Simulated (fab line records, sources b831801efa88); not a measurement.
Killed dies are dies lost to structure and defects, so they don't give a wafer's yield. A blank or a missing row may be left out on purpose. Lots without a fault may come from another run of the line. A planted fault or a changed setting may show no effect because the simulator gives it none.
fab line records | flow sky130
record lots=13 wafers=39 last_day=50
route steps=708 shown POLY_GATE@218 LDD_LDN@297 POLY_CUT@315
lots that met no fault: from a run of the same line without faults
start_h: hours from the record's first day to the start of the lot's first wafer shown | wait_h: hours since the lot's step before | " the same as in the row above | L1.1+2: a row that stands for several wafers | - no value, or no start given | * or withheld: withheld | < > ~ a bound
route shown NAME@n: a module of which the file shows steps, and the number in the route of the first | usual: mean/standard deviation of fault-free wafers | same: alike in all rows | chamber/n: place in a boat | sites: the reading at each site | _std_site: their standard deviation | _edge_site: outer sites' mean less inner sites' | radius_mm: how far each site lies from the wafer's centre | mask NAME#n: copy n | behind: the tool/chamber that last shaped the wafer | hold: why the lot was held/for how many hours/how that ended | device: the transistor (n, p or np) that didn't switch | end of line: the same wafers' tests at the end of the route | a step without rows: its recipe alone | killed: dies lost to structure and defects at the first sort, not the wafer's yield | map: a wafer's dies, x killed, . not, _ none there
set.NAME: the setting as run; set.NAME@STEP: as run at that earlier step | model.NAME: the simulator's own value behind a step, which no gauge read
steps of the route over a sample of lots; a table a step, a row a wafer
services: from which hour (start_h, from the record's first day; less than 0 if before it) a tool's chamber was out of use, for how many hours, and why
## steps
# step SKY_POLY_GATE_THK_MEAS_04
# recipe reads=Si3N4_of_POLY_GATE_CVD_03
# usual POLY_GATE_CVD_03_THK=74.9/0.77
# columns lot.wafer tool chamber start_h wait_h POLY_GATE_CVD_03_THK[nm]
L111.1 film_metro-02 - 356.42 0.0 75.8
L111.3 " - " " 76.1
L111.4 " - " " 76.4
L112.2 film_metro-02 - 366.22 0.0 77.0
L112.3 " - " " 75.8
L112.4 " - " " 76.4
L114.1 film_metro-02 - 385.26 0.0 74.7
L114.5 " - " " 74.0
L114.6 " - " " 74.8
L113.2 film_metro-01 - 385.27 0.0 75.8
L113.3 " - " " 75.8
L113.5 " - " " 75.3
L116.1 film_metro-03 - 396.67 0.0 74.7
L116.4 " - " " 75.0
L116.6 " - " " 74.9
L115.2 film_metro-03 - 398.68 0.0 75.1
L115.3 " - " " 75.5
L115.5 " - " " 75.3
L120.3 film_metro-01 - 428.80 0.0 75.4
L120.4 " - " " 74.1
L120.5 " - " " 74.2
L123.1 film_metro-01 - 448.82 0.0 74.9
L123.2 " - " " 75.5
L123.4 " - " " 75.6
L124.1 film_metro-01 - 452.74 0.0 75.1
L124.5 " - " " 74.9
L124.6 " - " " 74.9
L127.2 film_metro-02 - 489.00 0.0 75.2
L127.3 " - " " 74.8
L127.5 " - " " 75.1
L129.3 film_metro-03 - 508.70 0.0 74.4
L129.4 " - " " 74.2
L129.6 " - " " 74.7
L130.1 film_metro-02 - 512.42 0.0 75.3
L130.4 " - " " 75.2
L130.5 " - " " 74.9
L133.1 film_metro-01 - 536.04 0.0 73.9
L133.4 " - " " 74.2
L133.6 " - " " 74.4
# step SKY_LDD_LDN_IMPLANT_08
# recipe species=As energy_kev=15 dose_cm2=1.25e+13 tilt_deg=withheld rotation_deg=23
# usual beam_energy_keV=14.999/0.004 dose_ions_cm2=1.2503e+13/1.3e+10
# columns lot.wafer tool chamber start_h wait_h beam_energy_keV dose_ions_cm2
L111.1 implanter-04 0 543.71 0.0 14.999 1.2475e+13
L111.3 " 0 " " 14.988 1.2502e+13
L111.4 " 0 " " 14.995 1.2492e+13
L112.2 implanter-04 0 550.84 0.0 14.995 1.2498e+13
L112.3 " 0 " " 14.994 1.2504e+13
L112.4 " 0 " " 14.999 1.2527e+13
L114.1 implanter-01 0 571.45 0.1 14.997 1.2504e+13
L114.5 " 0 " " 15.005 1.2503e+13
L114.6 " 0 " " 15.000 1.2476e+13
L113.2 implanter-02 0 571.96 0.0 14.999 1.2497e+13
L113.3 " 0 " " 14.999 1.2492e+13
L113.5 " 0 " " 15.001 1.2473e+13
L116.1 implanter-04 0 582.01 0.0 15.004 1.2496e+13
L116.4 " 0 " " 15.002 1.2505e+13
L116.6 " 0 " " 15.003 1.2506e+13
L115.2 implanter-04 0 582.74 0.0 15.000 1.2491e+13
L115.3 " 0 " " 14.997 1.2508e+13
L115.5 " 0 " " 15.001 1.2498e+13
L120.3 implanter-04 0 612.88 0.1 14.595 1.2525e+13
L120.4 " 0 " " 14.588 1.2513e+13
L120.5 " 0 " " 14.597 1.2539e+13
L123.1 implanter-01 0 630.31 0.0 14.999 1.2516e+13
L123.2 " 0 " " 15.002 1.2498e+13
L123.4 " 0 " " 15.001 1.2508e+13
L124.1 implanter-04 0 635.28 0.0 14.588 1.2504e+13
L124.5 " 0 " " 14.588 1.2486e+13
L124.6 " 0 " " 14.594 1.2499e+13
L127.2 implanter-01 0 677.74 0.0 15.002 1.2484e+13
L127.3 " 0 " " 15.000 1.2507e+13
L127.5 " 0 " " 15.007 1.2498e+13
L129.3 implanter-01 0 687.38 0.1 14.996 1.2498e+13
L129.4 " 0 " " 14.999 1.2514e+13
L129.6 " 0 " " 15.001 1.2512e+13
L130.1 implanter-04 0 689.66 0.0 15.003 1.2503e+13
L130.4 " 0 " " 14.998 1.2494e+13
L130.5 " 0 " " 14.995 1.2508e+13
L133.1 implanter-01 0 711.96 0.0 14.993 1.2513e+13
L133.4 " 0 " " 14.991 1.2503e+13
L133.6 " 0 " " 14.996 1.2521e+13
# step SKY_POLY_CUT_CD_MEAS_08
# recipe target_cd_nm=270
# usual cd_nm=270.3/1.4
# columns lot.wafer tool chamber start_h wait_h cd_nm
L111.1 cd_sem-02 - 575.08 - 269.0
L111.3 " - " " 269.1
L111.4 " - " " 269.0
L112.2 cd_sem-01 - 582.32 - 270.9
L112.3 " - " " 270.0
L112.4 " - " " 271.6
L114.1 cd_sem-01 - 603.20 - 270.2
L114.5 " - " " 270.3
L114.6 " - " " 270.9
L113.2 cd_sem-01 - 603.55 - 271.5
L113.3 " - " " 270.2
L113.5 " - " " 268.9
L116.1 cd_sem-01 - 613.08 - 269.0
L116.4 " - " " 269.2
L116.6 " - " " 270.8
L115.2 cd_sem-02 - 616.32 - 271.1
L115.3 " - " " 271.3
L115.5 " - " " 271.3
L120.3 cd_sem-01 - 644.01 - 271.0
L120.4 " - " " 271.0
L120.5 " - " " 272.2
L123.1 cd_sem-01 - 661.00 - 271.0
L123.2 " - " " 270.3
L123.4 " - " " 269.7
L124.1 cd_sem-01 - 665.62 - 270.6
L124.5 " - " " 269.8
L124.6 " - " " 269.4
L127.2 cd_sem-01 - 707.20 - 270.3
L127.3 " - " " 270.9
L127.5 " - " " 268.5
L129.3 cd_sem-02 - 718.06 - 270.9
L129.4 " - " " 270.4
L129.6 " - " " 270.6
L130.1 cd_sem-01 - 719.80 - 269.6
L130.4 " - " " 270.7
L130.5 " - " " 271.0
L133.1 cd_sem-02 - 740.83 - 267.9
L133.4 " - " " 268.3
L133.6 " - " " 267.7
# step SKY_POLY_CUT_ETCH_10
# recipe chemistry=N2/H2 target=BARC ion_energy_ev=200 source_w=500 bias_w=100 pressure_mtorr=30 n2_flow_sccm=100 h2_flow_sccm=200 stop_on=SiO2 time_s=45.9 target_depth_a=600
# usual drypump_motor_current_A=5.6/0.5 oes_product_au=0.855/0.0044 throttle_valve_pct=13.225/0.0087
# columns lot.wafer tool chamber start_h wait_h drypump_motor_current_A oes_product_au rf_hours_counter_h throttle_valve_pct
L111.1 rie_diel-03 2 575.23 0.0 5.3 0.861 60 13.235
L111.3 " 1 " " 4.9 0.860 4 13.229
L111.4 " 3 " " 6.2 0.858 1 13.234
L112.2 rie_diel-04 3 582.45 0.0 5.4 0.856 20 13.232
L112.3 " 0 " " 6.0 0.852 0 13.227
L112.4 " 2 " " 6.2 0.845 57 13.234
L114.1 rie_diel-04 2 603.35 0.0 6.1 0.858 57 13.221
L114.5 " 1 " " 5.4 0.861 - 13.220
L114.6 " 0 " " 6.0 0.857 - 13.221
L113.2 rie_diel-03 2 603.68 0.0 5.3 0.850 61 13.230
L113.3 " 3 " " 6.2 0.860 2 13.221
L113.5 " 3 " " 6.1 0.862 - 13.218
L116.1 rie_diel-03 2 613.23 0.0 5.4 0.860 61 13.234
L116.4 " 1 " " 5.0 0.851 4 13.226
L116.6 " 1 " " 4.9 0.853 - 13.231
L115.2 rie_diel-03 2 616.45 0.0 5.3 0.854 61 13.226
L115.3 " 3 " " 6.2 0.849 2 13.220
L115.5 " 3 " " 6.2 0.853 - 13.227
L120.3 rie_diel-01 2 644.13 0.0 6.5 0.851 11 13.209
L120.4 " 3 " " 5.4 0.855 - 13.234
L120.5 " 1 " " 5.0 0.858 - 13.221
L123.1 rie_diel-03 3 661.15 0.0 6.2 0.862 3 13.218
L123.2 " 0 " " 5.7 0.855 22 13.229
L123.4 " 1 " " 4.9 0.855 6 13.220
L124.1 rie_diel-03 0 665.78 0.0 5.7 0.858 23 13.208
L124.5 " 1 " " 4.9 0.859 - 13.219
L124.6 " 2 " " 5.3 0.861 - 13.224
L127.2 rie_diel-01 1 707.33 0.0 5.1 0.857 14 13.222
L127.3 " 0 " " 5.9 0.851 14 13.222
L127.5 " 0 " " 5.8 0.856 - 13.227
L129.3 rie_diel-04 0 718.18 0.0 5.9 0.853 2 13.213
L129.4 " 1 " " 5.4 0.857 7 13.216
L129.6 " 2 " " 6.1 0.861 - 13.214
L130.1 rie_diel-03 3 719.95 0.0 6.2 0.855 5 13.224
L130.4 " 0 " " 5.7 0.856 25 13.210
L130.5 " 0 " " 5.7 0.862 - 13.213
L133.1 rie_diel-01 3 740.99 0.0 5.4 0.858 27 13.221
L133.4 " 1 " " 5.1 0.852 15 13.212
L133.6 " 2 " " 6.5 0.847 - 13.221
## services
# columns tool chamber start_h hours kind
implanter-04 - 525.77 9.0 repair
implanter-01 - 531.52 2.8 repair
rie_diel-04 2 544.39 1.7 repair
rie_diel-01 1 558.05 2.5 repair
implanter-04 - 569.35 4.8 pm
implanter-01 - 572.61 19.6 pm
implanter-02 - 578.69 2.2 repair
implanter-01 - 592.19 1.0 repair
implanter-04 - 595.89 1.7 repair
implanter-01 - 607.51 19.4 pm
implanter-04 - 626.97 3.2 repair
implanter-01 - 633.29 5.2 pm
rie_diel-01 0 641.97 3.3 repair
implanter-04 - 646.46 3.0 repair
implanter-02 - 648.57 1.7 repair
rie_diel-04 3 663.76 2.5 repair
implanter-02 - 688.69 2.9 repair
implanter-02 - 705.97 1.0 repair
rie_diel-03 2 707.48 7.9 repair
implanter-01 - 715.82 2.5 repair
implanter-02 - 729.40 0.7 repair
implanter-02 - 732.67 2.9 repair
implanter-04 - 734.38 4.5 pm
rie_diel-04 - 737.97 14.6 pm
## key
first_sign step=SKY_LDD_LDN_IMPLANT_08 reading=beam_energy_keV direction=down sigmas=99+ usual=* struck=*
effect none on later readings
met_at SKY_LDD_LDN_IMPLANT_08
struck_lots L120,L124
tester_left_out L120,L124
not_acting_at SKY_POLY_GATE_THK_MEAS_04,SKY_POLY_CUT_CD_MEAS_08,SKY_POLY_CUT_ETCH_10
onset_between 582.74 612.88
fault kind=process_parameter_drift tool=implanter-04 chamber=- onset_h=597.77 steps=SKY_LDD_LDN_IMPLANT_08 channel=energy_kev offset=* shape=step end_h=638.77 acts_in=* stated=*
# tester_left_out: of these lots the tester's yield and bins aren't shown, on N5 and GAA mostly nor the transistor test; their killed dies are dies lost to structure and defects alone, not to doping, threshold or leakage, so they don't give the yield
